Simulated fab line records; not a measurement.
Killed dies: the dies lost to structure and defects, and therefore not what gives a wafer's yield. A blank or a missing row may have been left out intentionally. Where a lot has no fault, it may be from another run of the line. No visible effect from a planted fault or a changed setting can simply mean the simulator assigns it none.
Tool commonality check + flow sky130 + 11 lots, 33 wafers sampled

WHY IT WAS OPENED
SKY_LDD_P_TW_MEAS_11, reading LDD_P_TW: flagged on 2 of 11 lots. Fault-free wafers read 635, with a standard deviation of 3.3.
Rule: a lot gets a flag if all its wafers with a number sit over 4 standard deviations from that mean, or if no wafer of it has a number. As for the other lots, they are considered sound.

| lot  | measured     | on            | LDD_P_TW, wafer by wafer | flag    |
|------|--------------|---------------|--------------------------|---------|
| L328 | day 18 21:32 | film-metro-02 | 637 634 637              |         |
| L331 | day 21 01:50 | film-metro-04 | 631 633 633              |         |
| L332 | day 21 05:03 | film-metro-02 | 637 637 634              |         |
| L338 | day 22 20:44 | film-metro-04 | 716 720 722              | FLAGGED |
| L339 | day 23 10:08 | film-metro-02 | 723 721 722              | FLAGGED |
| L344 | day 24 23:44 | film-metro-02 | 633 635 631              |         |
| L346 | day 25 11:01 | film-metro-04 | 628 630 628              |         |
| L345 | day 25 11:29 | film-metro-04 | 630 631 629              |         |
| L347 | day 25 16:21 | film-metro-03 | 639 640 642              |         |
| L349 | day 26 22:51 | film-metro-02 | 636 636 638              |         |
| L350 | day 27 04:41 | film-metro-04 | 632 632 630              |         |
The numbers of the flagged lots are 721 on average: +86 against the usual, or +26 standard deviations.

EACH LOT AND THE TOOL IT RAN ON
2 process steps preceding the reading are held in the record, out of 708 steps in the route. Every cell lists first the tool, next ch and the chambers used by the sampled wafers, and last the start.
| lot  | flag    | SKY_FIELD_ISO_STRIP_16              | SKY_LDD_P_IMPLANT_09            |
|------|---------|-------------------------------------|---------------------------------|
| L328 |         | plasma-asher-02 ch 0,1, day 2 06:29 | implanter-02 ch 0, day 18 21:17 |
| L331 |         | plasma-asher-01 ch 0,1, day 2 21:17 | implanter-04 ch 0, day 21 01:35 |
| L332 |         | plasma-asher-02 ch 0,1, day 3 02:49 | implanter-01 ch 0, day 21 04:50 |
| L338 | FLAGGED | plasma-asher-03 ch 0,1, day 4 08:35 | implanter-01 ch 0, day 22 20:29 |
| L339 | FLAGGED | plasma-asher-03 ch 0,1, day 4 14:07 | implanter-01 ch 0, day 23 09:55 |
| L344 |         | plasma-asher-02 ch 0,1, day 5 16:02 | implanter-02 ch 0, day 24 23:29 |
| L346 |         | plasma-asher-01 ch 0,1, day 6 03:02 | implanter-01 ch 0, day 25 10:46 |
| L345 |         | plasma-asher-01 ch 0,1, day 5 23:38 | implanter-02 ch 0, day 25 11:14 |
| L347 |         | plasma-asher-02 ch 0, day 6 07:56   | implanter-04 ch 0, day 25 16:07 |
| L349 |         | plasma-asher-03 ch 0,1, day 6 18:56 | implanter-04 ch 0, day 26 22:37 |
| L350 |         | plasma-asher-03 ch 1, day 7 01:23   | implanter-04 ch 0, day 27 04:26 |
What these steps do:
- SKY_FIELD_ISO_STRIP_16: strips in O2/N2.
- SKY_LDD_P_IMPLANT_09
- SKY_LDD_P_TW_MEAS_11

FLAGGED AGAINST TOTAL, ONE TOOL AT A TIME (gauges that did the reading follow at the end)
| step                   | tool            | lots run | flagged | share of the flagged lots | sound lots run after its first flagged lot |
|------------------------|-----------------|----------|---------|---------------------------|--------------------------------------------|
| SKY_FIELD_ISO_STRIP_16 | plasma-asher-01 | 3        | 0       | none                      | -                                          |
| SKY_FIELD_ISO_STRIP_16 | plasma-asher-02 | 4        | 0       | none                      | -                                          |
| SKY_FIELD_ISO_STRIP_16 | plasma-asher-03 | 4        | 2       | all                       | 2 (L349,L350)                              |
| SKY_LDD_P_IMPLANT_09   | implanter-01    | 4        | 2       | all                       | 1 (L346)                                   |
| SKY_LDD_P_IMPLANT_09   | implanter-02    | 3        | 0       | none                      | -                                          |
| SKY_LDD_P_IMPLANT_09   | implanter-04    | 4        | 0       | none                      | -                                          |
| SKY_LDD_P_TW_MEAS_11   | film-metro-02   | 5        | 1       | some                      | 2 (L344,L349)                              |
| SKY_LDD_P_TW_MEAS_11   | film-metro-03   | 1        | 0       | none                      | -                                          |
| SKY_LDD_P_TW_MEAS_11   | film-metro-04   | 5        | 1       | some                      | 3 (L346,L345,L350)                         |

WHAT THE TABLE ALLOWS
Every flagged lot went through 2 rows of the table: plasma-asher-03 at SKY_FIELD_ISO_STRIP_16 and implanter-01 at SKY_LDD_P_IMPLANT_09.
- plasma-asher-03 at SKY_FIELD_ISO_STRIP_16 ran 4 lots, 2 of them flagged. After the first flagged lot (L349, L350), sound lots still ran on it; a lasting fault on the whole tool would not permit that.
- implanter-01 at SKY_LDD_P_IMPLANT_09 ran 4 lots, 2 of them flagged. After the first flagged lot (L346), sound lots still ran on it; a lasting fault on the whole tool would not permit that. Its own readings (dose-ions-cm2, faraday-current-uA) fall more than 4 standard deviations out on all wafers of the flagged lots.
There is no row in the table that ran each flagged lot and no sound lot after the first.

WHAT THE SIMULATOR PUT IN
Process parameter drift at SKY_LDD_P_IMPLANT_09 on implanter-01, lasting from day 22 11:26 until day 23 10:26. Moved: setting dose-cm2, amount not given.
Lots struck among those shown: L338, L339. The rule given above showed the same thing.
